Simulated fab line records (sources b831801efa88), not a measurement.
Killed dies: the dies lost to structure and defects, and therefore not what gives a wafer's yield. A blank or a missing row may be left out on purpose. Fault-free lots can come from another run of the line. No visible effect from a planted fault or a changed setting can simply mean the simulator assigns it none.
Commonality check across tools + flow sky130 + Sampled: 10 lots, 30 wafers

## THE REASON FOR OPENING IT
SKY_LDD_N_TW_MEAS_17, reading LDD_N_TW: flagged on 2 of 10 lots. Fault-free wafers read 2592, with a standard deviation of 10.
Rule: a lot is flagged in two cases, either no wafer of it has a number, or all its wafers with numbers fall more than 4 standard deviations from that mean. The other lots count as sound.

| lot  | measured     | on            | LDD_N_TW, wafer by wafer | flag    |
|------|--------------|---------------|--------------------------|---------|
| L668 | day 18 01:10 | film_metro-04 | 2619 2598 2616           |         |
| L669 | day 18 11:01 | film_metro-02 | 2586 2587 2594           |         |
| L673 | day 20 00:50 | film_metro-01 | 2596 2599 2594           |         |
| L675 | day 20 16:18 | film_metro-02 | 2594 2605 2599           |         |
| L677 | day 21 13:46 | film_metro-01 | 2594 2599 2605           |         |
| L676 | day 21 14:40 | film_metro-02 | 2577 2573 2582           |         |
| L679 | day 22 07:10 | film_metro-02 | 2595 2580 2594           |         |
| L681 | day 23 08:34 | film_metro-04 | 2574 2576 2588           |         |
| L685 | day 24 02:26 | film_metro-02 | 2703 2693 2706           | FLAGGED |
| L687 | day 25 01:58 | film_metro-04 | 2700 2708 2706           | FLAGGED |
Average over the flagged lots: 2703; offset from the usual +111, equal to +11 standard deviations.

## TOOL THAT RAN EACH LOT
4 process steps preceding the reading are held in the record, out of 708 steps in the route. Each cell gives the tool, then ch followed by the chambers the sampled wafers passed through, then the start.
| lot  | flag    | SKY_RES_PROTECT_STRIP_07             | SKY_POLY_GATE_ETCH_16              | SKY_LDD_N_IMPLANT_10            | SKY_LDD_N_STRIP_16                   |
|------|---------|--------------------------------------|------------------------------------|---------------------------------|--------------------------------------|
| L668 |         | plasma_asher-01 ch 0, day 15 10:14   | rie_diel-02 ch 1,3, day 16 15:34   | implanter-04 ch 0, day 18 00:10 | plasma_asher-03 ch 0,1, day 18 01:03 |
| L669 |         | plasma_asher-03 ch 0,1, day 15 17:31 | rie_diel-02 ch 0,1,3, day 17 02:19 | implanter-04 ch 0, day 18 10:01 | plasma_asher-04 ch 0,1, day 18 10:55 |
| L673 |         | plasma_asher-01 ch 0,1, day 17 05:17 | rie_diel-04 ch 1,2, day 18 13:40   | implanter-04 ch 0, day 19 23:52 | plasma_asher-03 ch 0,1, day 20 00:44 |
| L675 |         | plasma_asher-02 ch 0,1, day 17 17:49 | rie_diel-01 ch 0,1,3, day 19 04:49 | implanter-01 ch 0, day 20 15:18 | plasma_asher-01 ch 0,1, day 20 16:12 |
| L677 |         | plasma_asher-01 ch 0,1, day 18 19:37 | rie_diel-02 ch 0,1, day 20 04:16   | implanter-04 ch 0, day 21 12:46 | plasma_asher-03 ch 0,1, day 21 13:40 |
| L676 |         | plasma_asher-01 ch 0,1, day 18 19:46 | rie_diel-04 ch 1,2, day 20 05:25   | implanter-01 ch 0, day 21 13:41 | plasma_asher-01 ch 0, day 21 14:34   |
| L679 |         | plasma_asher-03 ch 0,1, day 19 12:01 | rie_diel-01 ch 0,3, day 20 20:43   | implanter-01 ch 0, day 22 06:11 | plasma_asher-04 ch 1, day 22 07:04   |
| L681 |         | plasma_asher-01 ch 0,1, day 20 14:49 | rie_diel-01 ch 0,1, day 22 00:25   | implanter-01 ch 0, day 23 07:34 | plasma_asher-01 ch 0,1, day 23 08:27 |
| L685 | FLAGGED | plasma_asher-01 ch 0,1, day 21 09:10 | rie_diel-04 ch 1,3, day 22 17:31   | implanter-04 ch 0, day 24 01:08 | plasma_asher-03 ch 0,1, day 24 02:20 |
| L687 | FLAGGED | plasma_asher-02 ch 0,1, day 22 08:31 | rie_diel-01 ch 0,1, day 23 16:13   | implanter-04 ch 0, day 25 00:28 | plasma_asher-04 ch 0,1, day 25 01:52 |
What is done by these steps:
- SKY_RES_PROTECT_STRIP_07: strips in O2/N2.
- SKY_POLY_GATE_ETCH_16: etches Si3N4 in CH3F/O2, stops on poly-Si, time 147.5 s, target depth 75 nm.
- SKY_LDD_N_IMPLANT_10
- SKY_LDD_N_STRIP_16: strips in O2/N2.
- SKY_LDD_N_TW_MEAS_17

## FLAGGED AGAINST TOTAL, ONE TOOL AT A TIME (gauges that did the reading follow at the end)
| step                     | tool            | lots run | flagged | share of the flagged lots | sound lots run after its first flagged lot |
|--------------------------|-----------------|----------|---------|---------------------------|--------------------------------------------|
| SKY_RES_PROTECT_STRIP_07 | plasma_asher-01 | 6        | 1       | some                      | 0                                          |
| SKY_RES_PROTECT_STRIP_07 | plasma_asher-02 | 2        | 1       | some                      | 0                                          |
| SKY_RES_PROTECT_STRIP_07 | plasma_asher-03 | 2        | 0       | none                      | -                                          |
| SKY_POLY_GATE_ETCH_16    | rie_diel-01     | 4        | 1       | some                      | 0                                          |
| SKY_POLY_GATE_ETCH_16    | rie_diel-02     | 3        | 0       | none                      | -                                          |
| SKY_POLY_GATE_ETCH_16    | rie_diel-04     | 3        | 1       | some                      | 0                                          |
| SKY_LDD_N_IMPLANT_10     | implanter-01    | 4        | 0       | none                      | -                                          |
| SKY_LDD_N_IMPLANT_10     | implanter-04    | 6        | 2       | all                       | 0                                          |
| SKY_LDD_N_STRIP_16       | plasma_asher-01 | 3        | 0       | none                      | -                                          |
| SKY_LDD_N_STRIP_16       | plasma_asher-03 | 4        | 1       | some                      | 0                                          |
| SKY_LDD_N_STRIP_16       | plasma_asher-04 | 3        | 1       | some                      | 0                                          |
| SKY_LDD_N_TW_MEAS_17     | film_metro-01   | 2        | 0       | none                      | -                                          |
| SKY_LDD_N_TW_MEAS_17     | film_metro-02   | 5        | 1       | some                      | 0                                          |
| SKY_LDD_N_TW_MEAS_17     | film_metro-04   | 3        | 1       | some                      | 0                                          |

## WHAT THE TABLE ALLOWS
Rows of the table that ran each flagged lot: 1, that is implanter-04 at SKY_LDD_N_IMPLANT_10.
- implanter-04 at SKY_LDD_N_IMPLANT_10: 2 of its 6 lots flagged. It ran its last sound lot, L677, at day 21 12:46 and its first flagged lot, L685, at day 24 01:08: a fault with its onset between the two fits.
One tool is left: implanter-04 at SKY_LDD_N_IMPLANT_10.

## WHAT THE SIMULATOR HAD PUT IN
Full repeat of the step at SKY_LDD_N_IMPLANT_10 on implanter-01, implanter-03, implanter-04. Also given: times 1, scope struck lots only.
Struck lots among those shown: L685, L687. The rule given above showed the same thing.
